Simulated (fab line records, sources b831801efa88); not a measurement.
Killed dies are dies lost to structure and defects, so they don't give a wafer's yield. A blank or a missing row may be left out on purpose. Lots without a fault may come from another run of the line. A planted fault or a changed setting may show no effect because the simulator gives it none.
A struck lot beside a sound one | flow sky130 | 14 steps out of a route of 708
Sound: wafers L172.3, L172.4, L172.5. Struck: wafers L167.2, L167.3, L167.4. The cause comes at the end.
At each step with rows: each side's tool, then ch and its chambers, then its first start. Under that, the readings that differ: sound wafers | struck wafers | difference of the means | sigmas: that difference in standard deviations of wafers without a fault.
alike: readings whose means differ by less than 2 such deviations, and words and numbers that are the same on both sides. not compared: withheld readings, readings that some wafer has no value for, bounds like >300 that may hide the same value, and numbers for which the record gives no deviation and whose values overlap.
The two part at a step that has a row with sigmas, a row that says differs or no value, or rows on one side only. Numbers that don't overlap but have no deviation are shown without sigmas and don't part them. A reading that every wafer of one side lacks parts them only if that side has two wafers or more.

SKY_CAP2M_METAL_ETCH_13: etches TiN in Cl2/BCl3, stops on SiO2, target depth 220 nm, time 62.9 s.
  sound on rie_metal-03 ch 0,1, day 45 13:47; struck on rie_metal-03 ch 0,1, day 44 05:31
  alike: drypump_motor_current_A, oes_product_au, throttle_valve_pct
  not compared: rf_hours_counter_h
SKY_CAP2M_STRIP_14: strips in O2/N2.
  sound on plasma_asher-04 ch 0,1, day 45 13:52; struck on plasma_asher-03 ch 0,1, day 44 05:35
  alike: drypump_motor_current_A, oes_product_au, strip_time_to_endpoint_s
  not compared: rf_hours_counter_h
then, 10 steps without rows for these wafers: SKY_CAP2M_STRIP_15 (strips in post etch residue remover, time 1200 s); SKY_CAP2M_CLEAN_16 (cleans in IPA, time 180 s); SKY_CAP2M_CLEAN_17 (cleans in O3/DIW); SKY_METAL4_DEHYDRATE_05 (time 60 s); SKY_METAL4_HMDS_06 (prime time 60 s); SKY_METAL4_COAT_07 (resist thk 60 nm); SKY_METAL4_COAT_08 (resist thk 1140 nm); SKY_METAL4_SOFTBAKE_09 (time 90 s); SKY_METAL4_EXPOSE_10 (exposes mask MM4, target cd 300 nm); SKY_METAL4_PEB_11.
SKY_METAL4_DEVELOP_12: develop time 60 s.
  sound on litho_track-01 ch 0, day 46 11:00; struck on litho_track-03, day 45 03:00
  no value came back on the struck wafers for chill_plate_temp_C (C), develop_time_s (s); on the sound wafers chill_plate_temp_C (C) reads 23.18 23.00 23.31
  reading                                       | sound          | struck         | difference | sigmas
  model.KrF-thick_of_METAL4_COAT_08.thk_nm (nm) | 1132 1128 1131 | 1144 1138 1139 | +10        |
SKY_METAL4_CD_MEAS_13: target cd 300 nm.
  sound on cd_sem-01, day 46 11:34; struck on cd_sem-02, day 45 03:35
  reading    | sound             | struck | difference                    | sigmas
  cd_nm (nm) | 301.4 303.6 302.3 | - - -  | no value on the struck wafers |

WHERE THEY PART
First at SKY_METAL4_DEVELOP_12; last, within this record, at SKY_METAL4_CD_MEAS_13.

WHY: what the simulator had put in
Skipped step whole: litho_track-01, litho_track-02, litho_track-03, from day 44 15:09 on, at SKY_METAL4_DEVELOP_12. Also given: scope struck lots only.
